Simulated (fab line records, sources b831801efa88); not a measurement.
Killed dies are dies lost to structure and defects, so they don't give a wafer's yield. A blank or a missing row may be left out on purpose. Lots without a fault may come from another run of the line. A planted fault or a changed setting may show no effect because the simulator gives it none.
Tool commonality check | flow sfq_line | 13 lots, 39 wafers sampled

WHY IT WAS OPENED
At SFQ_M3_OVL_MEAS_921 the reading M3_OVL is flagged on 2 of 13 lots. Wafers without a fault read 0 nm, standard deviation 5.3.
Rule: a lot is flagged when every wafer of it that has a number lies more than 4 standard deviations from that mean, or none has a number. The other lots count as sound.

lot  | measured     | on         | M3_OVL (nm), wafer by wafer | flag
L159 | day 29 00:14 | overlay-01 | -12 -9 -12                  |
L160 | day 29 09:50 | overlay-01 | -6 -1 -3                    |
L161 | day 29 19:26 | overlay-01 | 8 8 4                       |
L162 | day 30 01:26 | overlay-01 | 8 7 7                       |
L163 | day 30 09:51 | overlay-01 | 9 5 8                       |
L166 | day 32 06:16 | overlay-02 | -3 -4 -8                    |
L169 | day 33 12:04 | overlay-01 | 54 61 55                    | FLAGGED
L170 | day 34 04:53 | overlay-01 | 52 54 48                    | FLAGGED
L178 | day 37 12:14 | overlay-02 | 2 -1 4                      |
L179 | day 37 21:50 | overlay-01 | 3 4 3                       |
L180 | day 38 01:26 | overlay-02 | -1 -4 -4                    |
L181 | day 38 17:02 | overlay-02 | -4 -2 -9                    |
L182 | day 39 01:26 | overlay-02 | 5 -1 -1                     |
The numbers of the flagged lots are 54 nm on average: +54 nm against the usual, or +10 standard deviations.

WHICH TOOL RAN EACH LOT
The record holds 3 process steps before the reading, out of a route of 325 steps. In each cell: the tool, then ch and the chambers that the sampled wafers went through, then the start.
lot  | flag    | SFQ_TRILAYER_I0_DEP_PECVD_027   | SFQ_TRILAYER_M2_DEP_SPUTTER_055 | SFQ_TRILAYER_M3_LITHO_EXPOSE_076
L159 |         | pecvd-04 ch 0,1, day 5 18:55    | pvd_sputter-05, day 15 17:40    | krf_scanner-02 ch 0, day 28 22:44
L160 |         | pecvd-04 ch 0,1, day 6 01:01    | pvd_sputter-05, day 16 02:05    | krf_scanner-02 ch 0, day 29 08:20
L161 |         | pecvd-03 ch 0,2, day 6 10:36    | pvd_sputter-03, day 16 13:38    | krf_scanner-02 ch 0, day 29 17:56
L162 |         | pecvd-04 ch 0,1, day 6 13:00    | pvd_sputter-04, day 16 19:37    | krf_scanner-02 ch 0, day 29 23:56
L163 |         | pecvd-04 ch 0,2, day 6 20:12    | pvd_sputter-03, day 17 04:01    | krf_scanner-02 ch 0, day 30 08:44
L166 |         | pecvd-04 ch 0,1,2, day 7 15:20  | pvd_sputter-04, day 18 19:00    | krf_scanner-02 ch 0, day 32 05:20
L169 | FLAGGED | pecvd-04 ch 0,1,2, day 8 19:55  | pvd_sputter-03, day 20 04:23    | krf_scanner-01 ch 0, day 33 10:34
L170 | FLAGGED | pecvd-02 ch 0,1, day 8 22:19    | pvd_sputter-05, day 20 11:47    | krf_scanner-01 ch 0, day 34 03:35
L178 |         | pecvd-04 ch 0,2, day 10 21:28   | pvd_sputter-04, day 23 16:49    | krf_scanner-02 ch 0, day 37 10:44
L179 |         | pecvd-03 ch 0,1, day 11 01:28   | pvd_sputter-05, day 24 11:37    | krf_scanner-02 ch 0, day 37 20:20
L180 |         | pecvd-04 ch 1,2, day 11 08:40   | pvd_sputter-03, day 24 12:48    | krf_scanner-02 ch 0, day 37 23:56
L181 |         | pecvd-04 ch 0,1,2, day 11 15:41 | pvd_sputter-03, day 25 00:50    | krf_scanner-02 ch 0, day 38 15:32
L182 |         | pecvd-03 ch 1,2, day 11 22:53   | pvd_sputter-04, day 25 09:12    | krf_scanner-02 ch 0, day 39 00:08
What these steps do:
- SFQ_TRILAYER_I0_DEP_PECVD_027: deposits SiO2 from SiH4/N2O, time 111.11 s, target thk 500 nm.
- SFQ_TRILAYER_M2_DEP_SPUTTER_055: material Nb, target thk 200 nm, time 133.3 s.
- SFQ_TRILAYER_M3_LITHO_EXPOSE_076: exposes mask M3, target cd 500 nm.
- SFQ_M3_OVL_MEAS_921

FLAGGED OVER TOTAL, TOOL BY TOOL (the gauges that took the reading come last)
step                             | tool           | lots run | flagged | share of the flagged lots | sound lots run after its first flagged lot
SFQ_TRILAYER_I0_DEP_PECVD_027    | pecvd-02       | 1        | 1       | some                      | 0
SFQ_TRILAYER_I0_DEP_PECVD_027    | pecvd-03       | 3        | 0       | none                      | -
SFQ_TRILAYER_I0_DEP_PECVD_027    | pecvd-04       | 9        | 1       | some                      | 3 (L178,L180,L181)
SFQ_TRILAYER_M2_DEP_SPUTTER_055  | pvd_sputter-03 | 5        | 1       | some                      | 2 (L180,L181)
SFQ_TRILAYER_M2_DEP_SPUTTER_055  | pvd_sputter-04 | 4        | 0       | none                      | -
SFQ_TRILAYER_M2_DEP_SPUTTER_055  | pvd_sputter-05 | 4        | 1       | some                      | 1 (L179)
SFQ_TRILAYER_M3_LITHO_EXPOSE_076 | krf_scanner-01 | 2        | 2       | all                       | 0
SFQ_TRILAYER_M3_LITHO_EXPOSE_076 | krf_scanner-02 | 11       | 0       | none                      | -
SFQ_M3_OVL_MEAS_921              | overlay-01     | 8        | 2       | all                       | 1 (L179)
SFQ_M3_OVL_MEAS_921              | overlay-02     | 5        | 0       | none                      | -

WHAT THE TABLE ALLOWS
2 rows of the table ran every flagged lot: krf_scanner-01 at SFQ_TRILAYER_M3_LITHO_EXPOSE_076, overlay-01 at SFQ_M3_OVL_MEAS_921.
- krf_scanner-01 at SFQ_TRILAYER_M3_LITHO_EXPOSE_076: 2 of its 2 lots flagged. It ran no sound lot before its first flagged lot in this sample, so the start can't be narrowed down.
- overlay-01 at SFQ_M3_OVL_MEAS_921: 2 of its 8 lots flagged. Sound lots ran on it after the first flagged one (L179), which a lasting fault on the whole tool wouldn't allow.
One tool is left: krf_scanner-01 at SFQ_TRILAYER_M3_LITHO_EXPOSE_076.

WHAT THE SIMULATOR HAD PUT IN
Scanner matching overlay: krf_scanner-01, from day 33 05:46 on, at SFQ_TRILAYER_M3_LITHO_EXPOSE_076. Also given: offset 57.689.
Lots struck among those shown: L169, L170. The rule above found the same.
